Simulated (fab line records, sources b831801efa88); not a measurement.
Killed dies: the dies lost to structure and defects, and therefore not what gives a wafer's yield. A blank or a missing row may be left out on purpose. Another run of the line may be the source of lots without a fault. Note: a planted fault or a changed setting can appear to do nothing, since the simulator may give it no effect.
Which tool is to blame? / flow gf180mcu / 42 wafers from 14 lots sampled at 6 of the route's 602 steps

== WHAT THE GAUGES SHOWED, per wafer ==
GF_SAB_THK_MEAS_01. Usual: SAB_CVD_00_THK 49.7 nm, standard deviation 0.92.
lot=L227; measured=day 14 19:42; on=film-metro-01; SAB_CVD_00_THK (nm)=48.4 49.6 49.8; flag=
lot=L228; measured=day 15 11:15; on=film-metro-04; SAB_CVD_00_THK (nm)=49.0 47.2 49.7; flag=
lot=L230; measured=day 15 23:07; on=film-metro-01; SAB_CVD_00_THK (nm)=49.2 49.5 49.9; flag=
lot=L231; measured=day 16 04:38; on=film-metro-02; SAB_CVD_00_THK (nm)=50.3 50.0 51.0; flag=
lot=L232; measured=day 16 21:22; on=film-metro-02; SAB_CVD_00_THK (nm)=48.7 48.2 49.4; flag=
lot=L233; measured=day 17 05:16; on=film-metro-01; SAB_CVD_00_THK (nm)=49.4 49.4 50.3; flag=
lot=L236; measured=day 18 05:26; on=film-metro-01; SAB_CVD_00_THK (nm)=48.3 47.7 48.4; flag=
lot=L241; measured=day 19 23:43; on=film-metro-01; SAB_CVD_00_THK (nm)=48.7 50.0 49.6; flag=
lot=L242; measured=day 20 04:25; on=film-metro-01; SAB_CVD_00_THK (nm)=49.7 48.7 51.0; flag=
lot=L243; measured=day 20 15:52; on=film-metro-01; SAB_CVD_00_THK (nm)=48.6 49.2 48.6; flag=
lot=L244; measured=day 21 01:29; on=film-metro-01; SAB_CVD_00_THK (nm)=49.1 50.0 50.3; flag=
lot=L245; measured=day 21 05:24; on=film-metro-01; SAB_CVD_00_THK (nm)=48.3 48.2 49.0; flag=
lot=L247; measured=day 22 01:32; on=film-metro-01; SAB_CVD_00_THK (nm)=49.4 50.0 50.8; flag=
lot=L248; measured=day 22 13:10; on=film-metro-04; SAB_CVD_00_THK (nm)=50.7 50.1 50.8; flag=

GF_CONTACT_THK_MEAS_01. Usual: CONTACT_CVD_00_THK 299 nm, standard deviation 4.3.
lot=L227; measured=day 15 18:07; on=film-metro-02; CONTACT_CVD_00_THK (nm)=301 298 303; flag=
lot=L228; measured=day 16 10:48; on=film-metro-04; CONTACT_CVD_00_THK (nm)=294 296 295; flag=
lot=L230; measured=day 16 22:50; on=film-metro-02; CONTACT_CVD_00_THK (nm)=302 296 295; flag=
lot=L231; measured=day 17 04:46; on=film-metro-04; CONTACT_CVD_00_THK (nm)=305 309 304; flag=
lot=L232; measured=day 17 22:10; on=film-metro-02; CONTACT_CVD_00_THK (nm)=298 295 292; flag=
lot=L233; measured=day 18 06:25; on=film-metro-02; CONTACT_CVD_00_THK (nm)=594 592 600; flag=OFF
lot=L236; measured=day 19 06:35; on=film-metro-04; CONTACT_CVD_00_THK (nm)=303 297 297; flag=
lot=L241; measured=day 21 01:05; on=film-metro-04; CONTACT_CVD_00_THK (nm)=592 599 603; flag=OFF
lot=L242; measured=day 21 06:07; on=film-metro-03; CONTACT_CVD_00_THK (nm)=295 311 301; flag=
lot=L243; measured=day 21 16:25; on=film-metro-02; CONTACT_CVD_00_THK (nm)=306 304 290; flag=
lot=L244; measured=day 22 02:13; on=film-metro-04; CONTACT_CVD_00_THK (nm)=301 302 299; flag=
lot=L245; measured=day 22 06:01; on=film-metro-02; CONTACT_CVD_00_THK (nm)=295 295 299; flag=
lot=L247; measured=day 23 01:00; on=film-metro-04; CONTACT_CVD_00_THK (nm)=297 300 299; flag=
lot=L248; measured=day 23 13:22; on=film-metro-03; CONTACT_CVD_00_THK (nm)=303 297 304; flag=

GF_CONTACT_THK_MEAS_26: measures by xrf. Usual: CONTACT_W_THK 300 nm, standard deviation 4.5.
lot=L227; measured=day 16 18:15; on=film-metro-03; CONTACT_W_THK (nm)=297 302 297; flag=
lot=L228; measured=day 17 11:28; on=film-metro-03; CONTACT_W_THK (nm)=298 301 297; flag=
lot=L230; measured=day 18 02:48; on=film-metro-03; CONTACT_W_THK (nm)=295 290 292; flag=
lot=L231; measured=day 18 05:54; on=film-metro-03; CONTACT_W_THK (nm)=293 298 293; flag=
lot=L232; measured=day 19 00:16; on=film-metro-04; CONTACT_W_THK (nm)=300 302 300; flag=
lot=L233; measured=day 19 08:39; on=film-metro-02; CONTACT_W_THK (nm)=301 304 301; flag=
lot=L236; measured=day 20 09:20; on=film-metro-03; CONTACT_W_THK (nm)=302 299 300; flag=
lot=L241; measured=day 22 02:33; on=film-metro-04; CONTACT_W_THK (nm)=300 298 300; flag=
lot=L242; measured=day 22 07:41; on=film-metro-03; CONTACT_W_THK (nm)=303 309 305; flag=
lot=L243; measured=day 22 18:04; on=film-metro-02; CONTACT_W_THK (nm)=297 303 300; flag=
lot=L244; measured=day 23 03:10; on=film-metro-02; CONTACT_W_THK (nm)=293 294 294; flag=
lot=L245; measured=day 23 06:15; on=film-metro-02; CONTACT_W_THK (nm)=296 293 293; flag=
lot=L247; measured=day 24 01:22; on=film-metro-04; CONTACT_W_THK (nm)=303 307 302; flag=
lot=L248; measured=day 24 13:21; on=film-metro-03; CONTACT_W_THK (nm)=301 301 301; flag=

== WHICH TOOL RAN EACH LOT (tool, then ch and the chambers of the sampled wafers, then the start) ==
lot=L227; GF_SAB_STRIP_13=plasma-asher-02 ch 0,1, day 15 17:20; GF_CONTACT_CVD_00=hdpcvd-01 ch 0,1,2, day 15 18:04; GF_CONTACT_ETCH_17=rie-diel-01 ch 1,2,3, day 16 18:15 or earlier
lot=L228; GF_SAB_STRIP_13=plasma-asher-02 ch 0,1, day 16 09:55; GF_CONTACT_CVD_00=hdpcvd-01 ch 0,1, day 16 10:46; GF_CONTACT_ETCH_17=rie-diel-03 ch 0,1, day 17 11:28 or earlier
lot=L230; GF_SAB_STRIP_13=plasma-asher-01 ch 0,1, day 16 22:05; GF_CONTACT_CVD_00=hdpcvd-01 ch 1,2, day 16 22:46; GF_CONTACT_ETCH_17=rie-diel-01 ch 1,3, day 18 02:48 or earlier
lot=L231; GF_SAB_STRIP_13=plasma-asher-02 ch 0,1, day 17 04:00; GF_CONTACT_CVD_00=hdpcvd-02 ch 0,1, day 17 04:42; GF_CONTACT_ETCH_17=rie-diel-02 ch 1,2, day 18 05:54 or earlier
lot=L232; GF_SAB_STRIP_13=plasma-asher-01 ch 0,1, day 17 21:22; GF_CONTACT_CVD_00=hdpcvd-01 ch 0,2, day 17 22:07; GF_CONTACT_ETCH_17=rie-diel-01 ch 0,2, day 19 00:16 or earlier
lot=L233; GF_SAB_STRIP_13=plasma-asher-01 ch 0,1, day 18 05:19; GF_CONTACT_CVD_00=hdpcvd-01 ch 0,1,2, day 18 06:10; GF_CONTACT_ETCH_17=rie-diel-02 ch 1,2,3, day 19 08:39 or earlier
lot=L236; GF_SAB_STRIP_13=plasma-asher-03 ch 0,1, day 19 05:49; GF_CONTACT_CVD_00=hdpcvd-01 ch 0,1,2, day 19 06:32; GF_CONTACT_ETCH_17=rie-diel-03 ch 1,2,3, day 20 09:20 or earlier
lot=L241; GF_SAB_STRIP_13=plasma-asher-02 ch 0,1, day 21 00:07; GF_CONTACT_CVD_00=hdpcvd-01 ch 0,1,2, day 21 00:50; GF_CONTACT_ETCH_17=rie-diel-01 ch 1,2,3, day 22 02:33 or earlier
lot=L242; GF_SAB_STRIP_13=plasma-asher-01 ch 0,1, day 21 05:22; GF_CONTACT_CVD_00=hdpcvd-02 ch 0,1,2, day 21 06:04; GF_CONTACT_ETCH_17=rie-diel-01 ch 1,2,3, day 22 07:41 or earlier
lot=L243; GF_SAB_STRIP_13=plasma-asher-01 ch 0,1, day 21 15:39; GF_CONTACT_CVD_00=hdpcvd-02 ch 0,1,2, day 21 16:22; GF_CONTACT_ETCH_17=rie-diel-01 ch 0,2,3, day 22 18:04 or earlier
lot=L244; GF_SAB_STRIP_13=plasma-asher-01 ch 0,1, day 22 01:27; GF_CONTACT_CVD_00=hdpcvd-01 ch 0,1, day 22 02:10; GF_CONTACT_ETCH_17=rie-diel-01 ch 0,1, day 23 03:10 or earlier
lot=L245; GF_SAB_STRIP_13=plasma-asher-01 ch 0,1, day 22 05:15; GF_CONTACT_CVD_00=hdpcvd-01 ch 0,1,2, day 22 05:58; GF_CONTACT_ETCH_17=rie-diel-03 ch 0,1,2, day 23 06:15 or earlier
lot=L247; GF_SAB_STRIP_13=plasma-asher-02 ch 0,1, day 23 00:14; GF_CONTACT_CVD_00=hdpcvd-01 ch 0,1,2, day 23 00:56; GF_CONTACT_ETCH_17=rie-diel-03 ch 1,3, day 24 01:22 or earlier
lot=L248; GF_SAB_STRIP_13=plasma-asher-01 ch 0,1, day 23 12:36; GF_CONTACT_CVD_00=hdpcvd-01 ch 0,1,2, day 23 13:19; GF_CONTACT_ETCH_17=rie-diel-03 ch 1,3, day 24 13:21 or earlier
- GF_SAB_STRIP_13: strips in O2/N2.
- GF_CONTACT_CVD_00: deposits SiO2, target thk 300 nm, time 50 s.
- GF_CONTACT_ETCH_17: etches SiO2 in C4F8/O2/Ar, stops on CoSi2, target depth 860 nm.

== AS READ BY THE TOOLS THEMSELVES (means over the sampled wafers that have a number; for cases with no such wafer, the mark the record gives instead) ==
GF_SAB_STRIP_13. Usual: drypump-motor-current-A 5.9 A, standard deviation 0.53; heater-power-w 356 W, standard deviation 52; oes-product-au 0.710 a.u., standard deviation 0.0047; strip-time-to-endpoint-s 12.62 s, standard deviation 0.034.
lot=L227; tool=plasma-asher-02; drypump-motor-current-A (A)=6.4; heater-power-w (W)=374; oes-product-au (a.u.)=0.715; strip-time-to-endpoint-s (s)=12.65; flag=
lot=L228; tool=plasma-asher-02; drypump-motor-current-A (A)=6.3; heater-power-w (W)=380; oes-product-au (a.u.)=0.708; strip-time-to-endpoint-s (s)=12.63; flag=
lot=L230; tool=plasma-asher-01; drypump-motor-current-A (A)=5.3; heater-power-w (W)=382; oes-product-au (a.u.)=0.708; strip-time-to-endpoint-s (s)=12.67; flag=
lot=L231; tool=plasma-asher-02; drypump-motor-current-A (A)=6.4; heater-power-w (W)=378; oes-product-au (a.u.)=0.707; strip-time-to-endpoint-s (s)=12.65; flag=
lot=L232; tool=plasma-asher-01; drypump-motor-current-A (A)=5.1; heater-power-w (W)=367; oes-product-au (a.u.)=0.712; strip-time-to-endpoint-s (s)=12.63; flag=
lot=L233; tool=plasma-asher-01; drypump-motor-current-A (A)=5.3; heater-power-w (W)=382; oes-product-au (a.u.)=0.712; strip-time-to-endpoint-s (s)=12.59; flag=
lot=L236; tool=plasma-asher-03; drypump-motor-current-A (A)=6.2; heater-power-w (W)=277; oes-product-au (a.u.)=0.712; strip-time-to-endpoint-s (s)=12.66; flag=
lot=L241; tool=plasma-asher-02; drypump-motor-current-A (A)=6.3; heater-power-w (W)=370; oes-product-au (a.u.)=0.710; strip-time-to-endpoint-s (s)=12.62; flag=
lot=L242; tool=plasma-asher-01; drypump-motor-current-A (A)=5.3; heater-power-w (W)=382; oes-product-au (a.u.)=0.710; strip-time-to-endpoint-s (s)=12.62; flag=
lot=L243; tool=plasma-asher-01; drypump-motor-current-A (A)=5.3; heater-power-w (W)=383; oes-product-au (a.u.)=0.711; strip-time-to-endpoint-s (s)=12.67; flag=
lot=L244; tool=plasma-asher-01; drypump-motor-current-A (A)=5.3; heater-power-w (W)=381; oes-product-au (a.u.)=0.709; strip-time-to-endpoint-s (s)=12.64; flag=
lot=L245; tool=plasma-asher-01; drypump-motor-current-A (A)=5.3; heater-power-w (W)=381; oes-product-au (a.u.)=0.706; strip-time-to-endpoint-s (s)=12.61; flag=
lot=L247; tool=plasma-asher-02; drypump-motor-current-A (A)=6.3; heater-power-w (W)=348; oes-product-au (a.u.)=0.708; strip-time-to-endpoint-s (s)=12.61; flag=
lot=L248; tool=plasma-asher-01; drypump-motor-current-A (A)=5.1; heater-power-w (W)=372; oes-product-au (a.u.)=0.713; strip-time-to-endpoint-s (s)=12.56; flag=

GF_CONTACT_ETCH_17. Usual: oes-product-au 0.815 a.u., standard deviation 0.0049.
lot=L227; tool=rie-diel-01; oes-product-au (a.u.)=0.812; flag=
lot=L228; tool=rie-diel-03; oes-product-au (a.u.)=0.816; flag=
lot=L230; tool=rie-diel-01; oes-product-au (a.u.)=0.815; flag=
lot=L231; tool=rie-diel-02; oes-product-au (a.u.)=0.817; flag=
lot=L232; tool=rie-diel-01; oes-product-au (a.u.)=0.814; flag=
lot=L233; tool=rie-diel-02; oes-product-au (a.u.)=0.961; flag=OFF
lot=L236; tool=rie-diel-03; oes-product-au (a.u.)=0.817; flag=
lot=L241; tool=rie-diel-01; oes-product-au (a.u.)=0.964; flag=OFF
lot=L242; tool=rie-diel-01; oes-product-au (a.u.)=0.812; flag=
lot=L243; tool=rie-diel-01; oes-product-au (a.u.)=0.812; flag=
lot=L244; tool=rie-diel-01; oes-product-au (a.u.)=0.810; flag=
lot=L245; tool=rie-diel-03; oes-product-au (a.u.)=0.815; flag=
lot=L247; tool=rie-diel-03; oes-product-au (a.u.)=0.819; flag=
lot=L248; tool=rie-diel-03; oes-product-au (a.u.)=0.818; flag=

== THE ANSWER, worked out from the rows above alone ==
Rule: a lot is off if the mean of its wafers that have a number lies more than 3 standard deviations from the usual mean. Also off: a lot with no number at a reading for which 4 or more lots have one. All remaining lots with rows at the step are treated as sound. The gauges are gone through in route order, then the tools' own readings, and for those a lot's mean is taken as printed above. The first step at which some lot is off is used, and at that step the reading that is off furthest; a lot without a number counts as furthest.
Off: L233, L241, at GF_CONTACT_THK_MEAS_01 (CONTACT_CVD_00_THK).
A tool fits if, at a process step before that reading, it ran every lot that is off, and no sound lot after the first of them. The gauges at GF_CONTACT_THK_MEAS_01 aren't tried: what is off there is off at GF_CONTACT_ETCH_17 too, on other tools, and a gauge's error can't cause that. None of those tried fits.

== WHAT HAD BEEN PUT IN BY THE SIMULATOR ==
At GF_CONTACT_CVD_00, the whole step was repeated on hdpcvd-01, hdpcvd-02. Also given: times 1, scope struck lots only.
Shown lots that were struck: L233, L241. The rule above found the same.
